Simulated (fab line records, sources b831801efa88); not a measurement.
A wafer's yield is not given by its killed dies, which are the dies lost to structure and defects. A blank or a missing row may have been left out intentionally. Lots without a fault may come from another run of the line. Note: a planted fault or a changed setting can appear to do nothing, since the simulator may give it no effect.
Which of the tools did it? + flow gf180mcu + 33 wafers from 11 lots sampled at 3 of the route's 602 steps

== WHAT THE GAUGES SHOWED, per wafer ==
GF_MIM_THK_MEAS_06.
| lot  | measured     | on            | MIM_CVD_05_THK (nm) |
|------|--------------|---------------|---------------------|
| L899 | day 25 09:02 | film-metro-02 | 42.2 42.5 42.5      |
| L900 | day 25 13:04 | film-metro-03 | 42.4 43.3 42.9      |
| L902 | day 26 02:10 | film-metro-04 | 42.1 43.7 43.1      |
| L903 | day 26 09:01 | film-metro-02 | 40.8 42.0 41.6      |
| L904 | day 26 21:01 | film-metro-02 | 42.4 42.1 43.1      |
| L907 | day 27 16:22 | film-metro-04 | 41.8 43.2 43.2      |
| L912 | day 29 07:43 | film-metro-02 | 41.6 42.4 42.8      |
| L914 | day 29 21:22 | film-metro-02 | 41.8 41.6 41.9      |
| L915 | day 30 00:17 | film-metro-04 | 41.0 42.0 41.8      |
| L919 | day 31 00:54 | film-metro-04 | 41.6 42.1 42.4      |
| L920 | day 31 08:28 | film-metro-02 | 42.2 41.8 42.9      |

== WHAT TOOL EACH LOT RAN ON (gives the tool, then ch and the chambers of the sampled wafers, and finally the start) ==
| lot  | GF_MIM_SPUTTER_02            | GF_MIM_SPUTTER_03            |
|------|------------------------------|------------------------------|
| L899 | pvd-sputter-04, day 25 08:55 | pvd-sputter-04, day 25 08:57 |
| L900 | pvd-sputter-03, day 25 12:56 | pvd-sputter-03, day 25 12:58 |
| L902 | pvd-sputter-01, day 26 02:01 | pvd-sputter-01, day 26 02:03 |
| L903 | pvd-sputter-03, day 26 08:53 | pvd-sputter-03, day 26 08:55 |
| L904 | pvd-sputter-04, day 26 20:54 | pvd-sputter-04, day 26 20:55 |
| L907 | pvd-sputter-04, day 27 16:14 | pvd-sputter-04, day 27 16:16 |
| L912 | pvd-sputter-01, day 29 07:35 | pvd-sputter-01, day 29 07:37 |
| L914 | pvd-sputter-01, day 29 21:14 | pvd-sputter-01, day 29 21:16 |
| L915 | pvd-sputter-03, day 30 00:10 | pvd-sputter-03, day 30 00:11 |
| L919 | pvd-sputter-04, day 31 00:46 | pvd-sputter-04, day 31 00:48 |
| L920 | pvd-sputter-01, day 31 08:20 | pvd-sputter-01, day 31 08:22 |
- GF_MIM_SPUTTER_02: material AlCu, target thk 450 nm, time 23.9 s.
- GF_MIM_SPUTTER_03: material Ti, target thk 10 nm, time 6.7 s.

== AS READ BY THE TOOLS THEMSELVES (means over the sampled wafers that have a number; for cases with no such wafer, the mark the record gives instead) ==
GF_MIM_SPUTTER_02.
| lot  | tool           | throttle-valve-pct (%) |
|------|----------------|------------------------|
| L899 | pvd-sputter-04 | 29.7                   |
| L900 | pvd-sputter-03 | 29.9                   |
| L902 | pvd-sputter-01 | 30.4                   |
| L903 | pvd-sputter-03 | 29.9                   |
| L904 | pvd-sputter-04 | 30.8                   |
| L907 | pvd-sputter-04 | 29.9                   |
| L912 | pvd-sputter-01 | 29.9                   |
| L914 | pvd-sputter-01 | 30.5                   |
| L915 | pvd-sputter-03 | 29.8                   |
| L919 | pvd-sputter-04 | 30.8                   |
| L920 | pvd-sputter-01 | 30.1                   |

GF_MIM_SPUTTER_03.
| lot  | tool           | throttle-valve-pct (%) |
|------|----------------|------------------------|
| L899 | pvd-sputter-04 | 29.8                   |
| L900 | pvd-sputter-03 | 29.9                   |
| L902 | pvd-sputter-01 | 30.5                   |
| L903 | pvd-sputter-03 | 29.9                   |
| L904 | pvd-sputter-04 | 30.8                   |
| L907 | pvd-sputter-04 | 29.9                   |
| L912 | pvd-sputter-01 | 30.2                   |
| L914 | pvd-sputter-01 | 30.3                   |
| L915 | pvd-sputter-03 | 29.8                   |
| L919 | pvd-sputter-04 | 30.7                   |
| L920 | pvd-sputter-01 | 30.0                   |

== THE ANSWER, worked out from the rows above alone ==
Rule: the lots themselves supply what counts as usual. Put in order of their means at a reading, lots are off if they are a third of the lots or fewer, leave a main group of 4 or more, and stand apart from it by a gap of 3 or more times the standard deviation of the main group's means; of several such gaps the widest counts. The tables above print the reading to a certain number of digits; a main group whose means all agree to those digits is not used. A lot without any number at a reading at which 4 lots or more have one is off too. The other lots that the step has rows for count as sound. Order of review: gauges by route order, followed by the tools' own readings, for which a lot's mean as printed above is used. At the first step where some lot is off, the reading lying furthest off is the one used; lots without a number count as furthest.
No lot is off on any of the readings shown, so nothing can be concluded from this.

== WHAT HAD BEEN PUT IN BY THE SIMULATOR ==
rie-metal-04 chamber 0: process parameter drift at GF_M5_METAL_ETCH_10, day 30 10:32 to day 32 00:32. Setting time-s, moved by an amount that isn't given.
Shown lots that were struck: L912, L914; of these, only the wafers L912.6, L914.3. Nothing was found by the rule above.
